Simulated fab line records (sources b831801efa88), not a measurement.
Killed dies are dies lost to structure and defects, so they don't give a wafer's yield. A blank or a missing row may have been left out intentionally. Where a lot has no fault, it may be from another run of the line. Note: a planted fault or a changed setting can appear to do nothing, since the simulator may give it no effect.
fab line records ; flow sky130 ; part 2 of 2: steps 43 to 43 of 43
[record] lots = 6; wafers = 18; last_day = 50
route steps=708 shown DNWELL@41 PWDE@45 NWELL@57 PAD_OPEN@708
lots that met no fault: taken from a fault-free run of the same line
start_h: start of the lot's first displayed wafer, in hours after the record's first day ; wait_h: hours since the lot's step before ; " repeats the value in the row above ; L1.1+2: one row covering several wafers at once ; - value missing, or start not given ; * or withheld: withheld ; < > ~ a bound
route shown NAME@n: a module of which the file shows steps, and the number in the route of the first ; usual: the fault-free wafers' mean and standard deviation ; same: alike in all rows ; chamber/n: place in a boat ; sites: each site's reading ; _std_site: the standard deviation of these ; _edge_site: inner sites' mean taken away from outer sites' mean ; radius_mm: for every site, how far away it sits from the centre of the wafer ; mask NAME#n: copy n ; behind: the tool/chamber that last shaped the wafer ; hold: why the lot went on hold/how many hours it stayed there/how the hold came to an end ; device: which transistor (n, p or np) failed to switch ; end of line: the same wafers' tests at the end of the route ; where a step has no rows: the recipe by itself ; killed: dies lost to structure and defects at the first sort, not the wafer's yield ; map: shows each die of a wafer: x if killed, . if not, _ if none is there
set.NAME: the run value of the setting; set.NAME@STEP: its run value at that earlier step ; model.NAME: the simulator's own value behind a step, which no gauge read
lots at selected steps of the route; one table per step, one row per wafer
services: from which hour (start_h, from the record's first day; less than 0 if before it) a tool's chamber was out of use, for how many hours, and why
[[steps]]
[step SKY_PAD_OPEN_PROBE_99]
[usual] killed_at_M0_to_M3 = 46/6.7; killed_at_M4_up = 3.3/2; killed_at_contacts = 24/5.4; killed_at_front_end = 15/4.3; killed_at_other = 0.4/0.64; killed_dies = 89/9.1; killed_open = 48/7.2; killed_short = 40/6.3
[same] gross_dies = 492; killed_at_back_side = 0
lot.wafer;tool;chamber;start_h;wait_h;killed_at_M0_to_M3;killed_at_M4_up;killed_at_contacts;killed_at_front_end;killed_at_other;killed_dies;killed_open;killed_short;model.etest.res_pwde_under_gate.rs_ohm_sq
L112.1;prober-01;-;1086.23;0.1;44;8;23;14;0;89;40;49;6162
L112.4;prober-01;-;1086.38;0.2;51;4;20;15;1;91;52;39;6206
L112.5;prober-01;-;1086.43;0.2;44;3;34;13;0;94;59;35;6148
L123.1;prober-01;-;1160.09;0.1;41;2;23;18;0;84;37;47;5623
L123.2;prober-01;-;1160.14;0.1;45;8;23;21;0;97;45;51;5603
L123.5;prober-01;-;1160.29;0.2;43;3;22;10;0;78;43;35;5648
L125.1;prober-01;-;1167.22;0.1;36;1;20;13;0;70;41;29;5611
L125.3;prober-01;-;1167.32;0.2;49;3;10;24;0;86;42;43;5546
L125.6;prober-01;-;1167.47;0.2;44;5;24;15;0;88;43;45;5590
L126.2;prober-02;-;1170.02;0.1;44;1;15;16;0;76;46;29;6200
L126.4;prober-02;-;1170.12;0.2;47;1;18;15;0;81;54;27;6153
L126.5;prober-02;-;1170.17;0.2;37;3;23;17;0;80;39;41;6146
L132.1;prober-02;-;1207.32;0.1;44;3;22;11;0;80;49;31;6143
L132.2;prober-02;-;1207.37;0.1;41;4;23;11;1;80;40;40;6087
L132.6;prober-02;-;1207.57;0.2;37;3;25;10;1;76;41;35;6115
L135.2;prober-02;-;1209.49;0.1;43;0;23;14;0;80;49;31;6272
L135.3;prober-02;-;1209.54;0.2;43;4;20;16;0;83;39;43;6252
L135.6;prober-02;-;1209.69;0.2;49;5;26;13;1;94;48;46;6250
// killed by level:class
L112.1 CONTACT:geometric_particle:open=9 METAL1:geometric_particle:short=9 VIA3:geometric_particle:open=8 VIA1:geometric_particle:open=7 METAL4:geometric_particle:short=7 LI_CONTACT:geometric_particle:open=6 POLY_GATE:geometric_particle:short=5 VIA2:geometric_particle:open=5
L112.4 VIA1:geometric_particle:open=11 LI_CONTACT:geometric_particle:open=9 VIA2:geometric_particle:open=9 METAL2:geometric_particle:short=8 CONTACT:geometric_particle:open=6 VIA3:geometric_particle:open=6 FIELD_ISO:geometric_particle:open=5 VIA2:geometric_particle:short=5
L112.5 CONTACT:geometric_particle:open=17 VIA1:geometric_particle:open=9 LI_CONTACT:geometric_particle:open=7 VIA2:geometric_particle:open=7 VIA3:geometric_particle:open=7 VIA2:geometric_particle:short=5 CONTACT:geometric_particle:short=5 POLY_GATE:geometric_particle:short=4
L123.1 VIA1:geometric_particle:open=11 POLY_GATE:geometric_particle:short=9 METAL2:geometric_particle:short=9 CONTACT:geometric_particle:open=8 VIA1:geometric_particle:short=7 LI_CONTACT:geometric_particle:open=6 CONTACT:geometric_particle:short=5 FIELD_ISO:geometric_particle:short=4
L123.2 CONTACT:geometric_particle:open=9 VIA1:geometric_particle:open=9 METAL1:geometric_particle:short=8 VIA3:geometric_particle:open=7 VIA1:geometric_particle:short=5 POLY_GATE:geometric_particle:open=4 POLY_CUT:geometric_particle:short=4 LOCAL_INTERCONNECT:geometric_particle:short=4
L123.5 VIA3:geometric_particle:open=11 METAL2:geometric_particle:short=8 CONTACT:geometric_particle:open=8 LOCAL_INTERCONNECT:geometric_particle:short=7 VIA2:geometric_particle:open=7 LI_CONTACT:geometric_particle:open=5 VIA1:geometric_particle:short=4 POLY_GATE:geometric_particle:short=3
L125.1 CONTACT:geometric_particle:open=10 VIA1:geometric_particle:open=9 VIA2:geometric_particle:open=6 VIA1:geometric_particle:short=4 LI_CONTACT:geometric_particle:open=4 LOCAL_INTERCONNECT:geometric_particle:short=4 FIELD_ISO:geometric_particle:short=3 FIELD_ISO:geometric_particle:open=3
L125.3 VIA1:geometric_particle:short=8 VIA2:geometric_particle:open=8 VIA1:geometric_particle:open=7 METAL2:geometric_particle:short=7 SPACER:geometric_particle:open=6 METAL1:geometric_particle:short=6 POLY_GATE:geometric_particle:short=4 POLY_GATE:geometric_particle:open=4
L125.6 CONTACT:geometric_particle:open=13 METAL3:geometric_particle:short=8 VIA2:geometric_particle:open=7 VIA1:geometric_particle:short=6 POLY_GATE:geometric_particle:short=5 VIA1:geometric_particle:open=5 METAL2:geometric_particle:short=4 CONTACT:geometric_particle:short=4
L126.2 VIA3:geometric_particle:open=15 CONTACT:geometric_particle:open=7 VIA1:geometric_particle:open=5 METAL1:geometric_particle:short=5 VIA2:geometric_particle:open=5 LI_CONTACT:geometric_particle:open=4 VIA1:geometric_particle:short=4 FIELD_ISO:geometric_particle:short=3
L126.4 VIA2:geometric_particle:open=12 VIA1:geometric_particle:open=12 CONTACT:geometric_particle:open=8 METAL1:geometric_particle:short=5 VIA3:geometric_particle:open=5 METAL2:geometric_particle:short=4 POLY_GATE:geometric_particle:open=3 LOCAL_INTERCONNECT:geometric_particle:short=3
L126.5 CONTACT:geometric_particle:open=13 METAL2:geometric_particle:short=9 METAL1:geometric_particle:short=8 FIELD_ISO:geometric_particle:open=6 VIA1:geometric_particle:open=5 LI_CONTACT:geometric_particle:open=4 VIA2:geometric_particle:open=4 VIA3:geometric_particle:open=4
L132.1 VIA2:geometric_particle:open=15 CONTACT:geometric_particle:open=8 VIA1:geometric_particle:open=6 VIA3:geometric_particle:open=5 LI_CONTACT:geometric_particle:open=5 FIELD_ISO:geometric_particle:short=4 LOCAL_INTERCONNECT:geometric_particle:short=4 CONTACT:geometric_particle:short=4
L132.2 CONTACT:geometric_particle:open=9 VIA1:geometric_particle:short=9 VIA2:geometric_particle:open=7 LI_CONTACT:geometric_particle:open=6 VIA1:geometric_particle:open=6 CONTACT:geometric_particle:short=5 VIA3:geometric_particle:open=5 METAL4:geometric_particle:short=4
L132.6 LI_CONTACT:geometric_particle:open=11 VIA1:geometric_particle:open=9 CONTACT:geometric_particle:open=8 METAL1:geometric_particle:short=7 FIELD_ISO:geometric_particle:short=3 CONTACT:geometric_particle:short=3 VIA3:geometric_particle:open=3 VIA1:geometric_particle:short=3
L135.2 VIA1:geometric_particle:open=11 CONTACT:geometric_particle:open=8 VIA1:geometric_particle:short=7 VIA2:geometric_particle:open=6 LI_CONTACT:geometric_particle:open=5 LOCAL_INTERCONNECT:geometric_particle:short=5 VIA3:geometric_particle:open=5 FIELD_ISO:geometric_particle:open=4
L135.3 CONTACT:geometric_particle:open=10 METAL1:geometric_particle:short=10 VIA1:geometric_particle:open=10 FIELD_ISO:geometric_particle:short=7 VIA2:geometric_particle:open=6 POLY_GATE:geometric_particle:short=5 VIA1:geometric_particle:short=5 CONTACT:geometric_particle:short=4
L135.6 CONTACT:geometric_particle:open=12 VIA1:geometric_particle:open=9 METAL1:geometric_particle:short=8 LI_CONTACT:geometric_particle:open=6 VIA3:geometric_particle:open=6 VIA1:geometric_particle:short=6 METAL2:geometric_particle:short=5 FIELD_ISO:geometric_particle:open=4
[[services]]
tool;chamber;start_h;hours;kind
implanter-01;-;31.50;3.1;repair
implanter-01;-;35.86;4.6;pm
implanter-02;-;41.94;5.7;pm
implanter-01;-;50.38;20.6;pm
implanter-02;-;65.35;1.3;repair
plasma_asher-03;-;66.70;6.9;repair
implanter-04;-;76.42;2.0;repair
plasma_asher-04;-;77.61;2.8;pm
implanter-04;-;80.83;1.8;repair
plasma_asher-01;-;108.75;9.0;pm
plasma_asher-01;0;108.75;9.0;vent_cycle
rtp_anneal-01;-;141.13;5.1;pm
implanter-01;-;145.76;8.0;pm
plasma_asher-03;-;158.96;5.2;repair
plasma_asher-03;-;168.04;2.3;repair
plasma_asher-03;-;171.45;10.7;repair
implanter-04;-;176.91;0.6;repair
plasma_asher-04;-;177.59;1.6;repair
plasma_asher-02;-;185.11;2.8;pm
implanter-04;-;188.94;11.1;repair
plasma_asher-01;-;205.00;3.7;repair
implanter-02;-;228.05;3.4;repair
implanter-04;-;236.28;3.2;pm
plasma_asher-02;-;238.25;0.4;repair
[[key]]
[first_sign] step = SKY_PWDE_IMPLANT_08; reading = end_station_pressure_torr; direction = up; sigmas = 99+; usual = 5.01e-06; struck = 6.658e-05
[effect] step = SKY_PWDE_IMPLANT_08; reading = faraday_current_uA; direction = down; sigmas = 5.3; usual = 20.4; struck = 18.1
[effect] step = SKY_PWDE_TW_MEAS_10; reading = visit; direction = added
[effect] step = SKY_PWDE_TW_MEAS_10; reading = PWDE_TW; direction = up; sigmas = 5.9; usual = 373.2; struck = 384.9
[effect] step = SKY_NWELL_RS_MEAS_31; reading = PWDE_RS; direction = down; sigmas = 22; usual = 5271; struck = 4890
[model_effect] step = SKY_PAD_OPEN_PROBE_99; value = etest.res_pwde_under_gate.rs_ohm_sq; without = 6110; struck = 5603
met_at SKY_PWDE_IMPLANT_08
struck_wafers L123.1,L123.2,L123.5,L125.1,L125.3,L125.6
tester_left_out L123,L125
[fault] kind = process_parameter_drift; tool = implanter-01; chamber = -; onset_h = 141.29; steps = SKY_PWDE_IMPLANT_08; channel = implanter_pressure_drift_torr; offset = 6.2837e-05; shape = step; end_h = 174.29
[fault] kind = process_parameter_drift; tool = implanter-01; chamber = -; onset_h = 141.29; steps = SKY_PWDE_IMPLANT_08; channel = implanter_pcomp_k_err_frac; offset = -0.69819; shape = step; end_h = 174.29
// tester_left_out: of these lots the tester's yield and bins aren't shown, on N5 and GAA mostly nor the transistor test; their killed dies are dies lost to structure and defects alone, not to doping, threshold or leakage, so they don't give the yield
